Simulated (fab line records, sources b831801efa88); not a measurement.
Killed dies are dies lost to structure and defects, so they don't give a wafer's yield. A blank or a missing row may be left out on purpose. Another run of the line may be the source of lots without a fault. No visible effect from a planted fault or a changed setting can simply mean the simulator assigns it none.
fab line records | flow sky130 | part 2 of 2: steps 25 to 38 of 38
[record] lots = 5 wafers = 15 lastDay = 50
route steps=708 shown FIELD_ISO@11 NWELL@32 DNWELL@35 PWDE@45
lots with no fault: from the same line, run without faults
startH: hours from the record's first day to the start of the lot's first wafer shown | waitH: hours since the lot's step before | " repeats the value in the row above | L1.1+2: a row that stands for several wafers | - no value, or no start given | * or withheld: withheld | < > ~ a bound
route shown NAME@n: a module of which the file shows steps, and the number in the route of the first | usual: mean/standard deviation taken from wafers without a fault | same: alike in all rows | chamber/n: place in a boat | sites: the reading at each site | _std_site: standard deviation across them | _edge_site: mean of outer sites minus mean of inner sites | radiusMm: how far each site lies from the wafer's centre | mask NAME#n: copy n | behind: tool/chamber where the wafer was last shaped | hold: cause of the lot's hold/its duration in hours/its outcome | device: which transistor (n, p or np) failed to switch | end of line: the same wafers' tests at the end of the route | where a step has no rows: the recipe by itself | killed: count of dies lost to structure and defects at first sort (not the wafer's yield) | map: a wafer's dies, x killed, . not, _ none there
set.NAME: the run value of the setting; set.NAME@STEP: its run value at that earlier step | model.NAME: the simulator's own value behind a step, which no gauge read
lots at selected steps of the route; one table per step, one row per wafer
services: when a tool's chamber went out of use (startH, in hours from the record's first day, below 0 if earlier), for how many hours, and the reason
[[steps]]
[step SKY_DNWELL_DEHYDRATE_00]
[recipe] tempC = 200 timeS = 60
[usual] heaterPowerTotalW = 160.39/0.13
// columns lot.wafer tool chamber startH waitH heaterPowerTotalW
L079.2 lithoTrack-04 0 75.88 7.4 160.41
L079.4 " 0 " " 160.36
L079.6 " 0 " " 160.55
L083.1 lithoTrack-02 0 93.30 8.0 160.40
L083.2 " 0 " " 160.41
L083.4 " 0 " " 160.38
L084.2 lithoTrack-04 0 97.78 8.4 160.34
L084.3 " 0 " " 160.51
L084.4 " 0 " " 160.33
L090.1 lithoTrack-02 0 130.05 9.1 160.23
L090.2 " 0 " " 160.55
L090.5 " 0 " " 160.40
L097.2 lithoTrack-04 0 165.78 9.7 160.20
L097.4 " 0 " " 160.30
L097.6 " 0 " " 160.20
[step SKY_DNWELL_HMDS_01]
[recipe] primeTimeS = 60 primeTempC = 120
// columns lot.wafer tool chamber startH waitH
L079.2+4+6 lithoTrack-04 0 76.03 0.1
L083.1+2+4 lithoTrack-02 0 93.45 0.1
L084.2+3+4 lithoTrack-04 0 97.93 0.1
L090.1+2+5 lithoTrack-02 0 130.20 0.1
L097.2+4+6 lithoTrack-04 0 165.93 0.1
[step SKY_DNWELL_COAT_02]
[recipe] spinRpm = 2000 resistThkNm = 3000
// columns lot.wafer tool chamber startH waitH
L079.2+4+6 lithoTrack-04 0 76.18 0.1
L083.1+2+4 lithoTrack-02 0 93.60 0.1
L084.2+3+4 lithoTrack-04 0 98.08 0.1
L090.1+2+5 lithoTrack-02 0 130.35 0.1
L097.2+4+6 lithoTrack-04 0 166.08 0.1
[step SKY_DNWELL_SOFTBAKE_03]
[recipe] tempC = 110 timeS = withheld
[usual] heaterPowerTotalW = 65.31/0.14
// columns lot.wafer tool chamber startH waitH heaterPowerTotalW
L079.2 lithoTrack-04 0 76.34 0.1 65.32
L079.4 " 0 " " 65.35
L079.6 " 0 " " 65.25
L083.1 lithoTrack-02 0 93.75 0.1 65.49
L083.2 " 0 " " 65.44
L083.4 " 0 " " 65.20
L084.2 lithoTrack-04 0 98.24 0.1 65.42
L084.3 " 0 " " 65.47
L084.4 " 0 " " 65.26
L090.1 lithoTrack-02 0 130.50 0.1 65.40
L090.2 " 0 " " 65.16
L090.5 " 0 " " 65.23
L097.2 lithoTrack-04 0 166.24 0.1 65.59
L097.4 " 0 " " 65.18
L097.6 " 0 " " 65.15
[step SKY_DNWELL_EXPOSE_04]
[recipe] maskId = DNM na = 0.57 targetCdNm = 3000 doseMj = 222
// columns lot.wafer tool chamber startH waitH mask
L079.2+4+6 ilineStepper-01 0 - - DNM#0
L083.1+2+4 ilineStepper-01 0 - - DNM#0
L084.2+3+4 ilineStepper-02 0 - - DNM#0
L090.1+2+5 ilineStepper-01 0 - - DNM#0
L097.2+4+6 ilineStepper-01 0 - - DNM#0
[step SKY_DNWELL_PEB_05]
[recipe] tempC = 115 timeS = withheld
[usual] heaterPowerTotalW = 69.33/0.13
// columns lot.wafer tool chamber startH waitH heaterPowerTotalW
L079.2 lithoTrack-02 0 - - 69.16
L079.4 " 0 " " 69.39
L079.6 " 0 " " 69.38
L083.1 lithoTrack-04 0 - - 69.34
L083.2 " 0 " " 69.25
L083.4 " 0 " " 69.39
L084.2 lithoTrack-04 0 - - 69.50
L084.3 " 0 " " 69.31
L084.4 " 0 " " 69.12
L090.1 lithoTrack-01 0 - - 69.51
L090.2 " 0 " " 69.41
L090.5 " 0 " " 69.38
L097.2 lithoTrack-02 0 - - 69.47
L097.4 " 0 " " 69.16
L097.6 " 0 " " 69.27
[step SKY_DNWELL_DEVELOP_06]
[recipe] wallAngleDeg = 90 developer = TMAH developTimeS = 60 devTempC = 23
[same] developTimeS = 60
// columns lot.wafer tool chamber startH waitH
L079.2+4+6 lithoTrack-02 0 - -
L083.1+2+4 lithoTrack-04 0 - -
L084.2+3+4 lithoTrack-04 0 - -
L090.1+2+5 lithoTrack-01 0 - -
L097.2+4+6 lithoTrack-02 0 - -
[step SKY_DNWELL_IMPLANT_07]
[recipe] species = P energyKev = withheld doseCm2 = withheld tiltDeg = withheld
// columns lot.wafer tool chamber startH waitH
L079.2+4+6 implanter-04 0 84.13 -
L083.1+2+4 implanter-04 0 102.61 -
L084.2+3+4 implanter-04 0 107.63 -
L090.1+2+5 implanter-04 0 140.41 -
L097.2+4+6 implanter-01 0 175.48 -
[step SKY_DNWELL_STRIP_08]
[recipe] chemistry = O2/N2 powerW = 1400 pressureMtorr = 1500 platenTempC = withheld o2FlowSccm = 3000 n2FlowSccm = 300 overashFraction = 0.5
[usual] drypumpMotorCurrentA = 5.6/0.39 oesProductAu = 0.723/0.0045 stripTimeToEndpointS = 36.88/0.1
// columns lot.wafer tool chamber startH waitH drypumpMotorCurrentA oesProductAu rfHoursCounterH stripTimeToEndpointS
L079.2 plasmaAsher-01 0 84.25 0.1 5.2 0.718 39 36.82
L079.4 " 1 " " 5.5 0.729 - 36.72
L079.6 " 0 " " 5.2 0.720 - 36.69
L083.1 plasmaAsher-03 0 102.76 0.1 6.4 0.720 41 37.04
L083.2 " 1 " " 5.4 0.716 41 37.01
L083.4 " 0 " " 6.4 0.726 - 36.94
L084.2 plasmaAsher-04 0 107.76 0.1 5.6 0.728 40 36.91
L084.3 " 0 " " 5.6 0.719 - 36.96
L084.4 " 1 " " 5.8 0.724 - 36.93
L090.1 plasmaAsher-04 0 140.56 0.1 5.6 0.731 2 36.90
L090.2 " 1 " " 5.8 0.721 2 37.10
L090.5 " 0 " " 5.7 0.718 - 37.06
L097.2 plasmaAsher-03 0 175.60 0.1 6.4 0.716 49 36.89
L097.4 " 0 " " 6.4 0.726 - 37.03
L097.6 " 1 " " 5.4 0.716 - 36.89
[step SKY_DNWELL_TW_MEAS_09]
[usual] DNWELL_TW = 1120/6.2
// columns lot.wafer tool chamber startH waitH DNWELL_TW
L079.2 filmMetro-03 - 84.36 0.1 1115
L079.4 " - " " 1118
L079.6 " - " " 1115
L083.1 filmMetro-04 - 102.86 0.1 1119
L083.2 " - " " 1127
L083.4 " - " " 1121
L084.2 filmMetro-03 - 107.87 0.1 1122
L084.3 " - " " 1108
L084.4 " - " " 1120
L090.1 filmMetro-04 - 140.66 0.1 1113
L090.2 " - " " 1117
L090.5 " - " " 1109
L097.2 filmMetro-03 - 175.71 0.1 1123
L097.4 " - " " 1121
L097.6 " - " " 1126
[step SKY_PWDE_DEHYDRATE_00]
[recipe] tempC = 200 timeS = 60
[usual] heaterPowerTotalW = 160.34/0.12
// columns lot.wafer tool chamber startH waitH heaterPowerTotalW
L079.2 lithoTrack-03 0 92.35 8.0 160.32
L079.4 " 0 " " 160.21
L079.6 " 0 " " 160.18
L083.1 lithoTrack-01 0 111.16 8.3 160.35
L083.2 " 0 " " 160.47
L083.4 " 0 " " 160.41
L084.2 lithoTrack-02 0 115.98 8.1 160.38
L084.3 " 0 " " 160.10
L084.4 " 0 " " 160.38
L090.1 lithoTrack-02 0 150.35 9.7 160.25
L090.2 " 0 " " 160.18
L090.5 " 0 " " 160.36
L097.2 lithoTrack-03 0 186.05 10.3 160.33
L097.4 " 0 " " 160.23
L097.6 " 0 " " 160.19
[step SKY_PWDE_HMDS_01]
[recipe] primeTimeS = 60 primeTempC = 120
// columns lot.wafer tool chamber startH waitH
L079.2+4+6 lithoTrack-03 0 92.50 0.1
L083.1+2+4 lithoTrack-01 0 111.31 0.1
L084.2+3+4 lithoTrack-02 0 116.13 0.1
L090.1+2+5 lithoTrack-02 0 150.50 0.1
L097.2+4+6 lithoTrack-03 0 186.20 0.1
[step SKY_PWDE_COAT_02]
[recipe] spinRpm = 2000 resistThkNm = 3000
// columns lot.wafer tool chamber startH waitH
L079.2+4+6 lithoTrack-03 0 92.65 0.1
L083.1+2+4 lithoTrack-01 0 111.46 0.1
L084.2+3+4 lithoTrack-02 0 116.28 0.1
L090.1+2+5 lithoTrack-02 0 150.65 0.1
L097.2+4+6 lithoTrack-03 0 186.35 0.1
[step SKY_PWDE_SOFTBAKE_03]
[recipe] tempC = 110 timeS = withheld
[usual] heaterPowerTotalW = 65.32/0.14
// columns lot.wafer tool chamber startH waitH heaterPowerTotalW
L079.2 lithoTrack-03 0 92.81 0.1 65.41
L079.4 " 0 " " 65.62
L079.6 " 0 " " 65.15
L083.1 lithoTrack-01 0 111.61 0.1 65.24
L083.2 " 0 " " 65.12
L083.4 " 0 " " 65.08
L084.2 lithoTrack-02 0 116.44 0.1 65.26
L084.3 " 0 " " 65.26
L084.4 " 0 " " 65.32
L090.1 lithoTrack-02 0 150.80 0.1 65.17
L090.2 " 0 " " 65.29
L090.5 " 0 " " 65.19
L097.2 lithoTrack-03 0 186.51 0.1 65.24
L097.4 " 0 " " 65.33
L097.6 " 0 " " 65.30
[[services]]
// columns tool chamber startH hours kind
rieDiel-04 0 24.74 6.6 repair
cmp-01 - 26.17 12.0 repair
krfScanner-01 - 31.24 1.3 pm
furnace-02 - 54.90 15.6 pm
implanter-04 - 63.05 11.3 repair
cmp-01 - 64.00 4.0 pm
furnace-02 - 73.38 3.6 pm
krfScanner-01 - 74.06 2.2 repair
plasmaAsher-01 - 76.29 4.3 pm
cmp-01 - 77.64 6.3 repair
plasmaAsher-03 - 78.19 18.8 pm
implanter-04 - 78.59 2.1 pm
rieDiel-04 3 79.64 9.3 repair
cmp-01 - 86.08 0.3 repair
rieDiel-04 2 86.14 2.6 repair
ilineStepper-01 - 106.98 1.7 pm
wetBench-04 - 108.19 1.9 pm
krfScanner-01 - 121.80 4.4 pm
furnace-01 - 156.06 9.9 pm
wetBench-04 - 156.95 2.7 repair
furnace-01 - 165.95 2.5 pm
rieSi-02 1 174.06 8.1 repair
rieSi-02 2 183.96 6.6 repair
rieDiel-04 0 184.23 5.4 repair
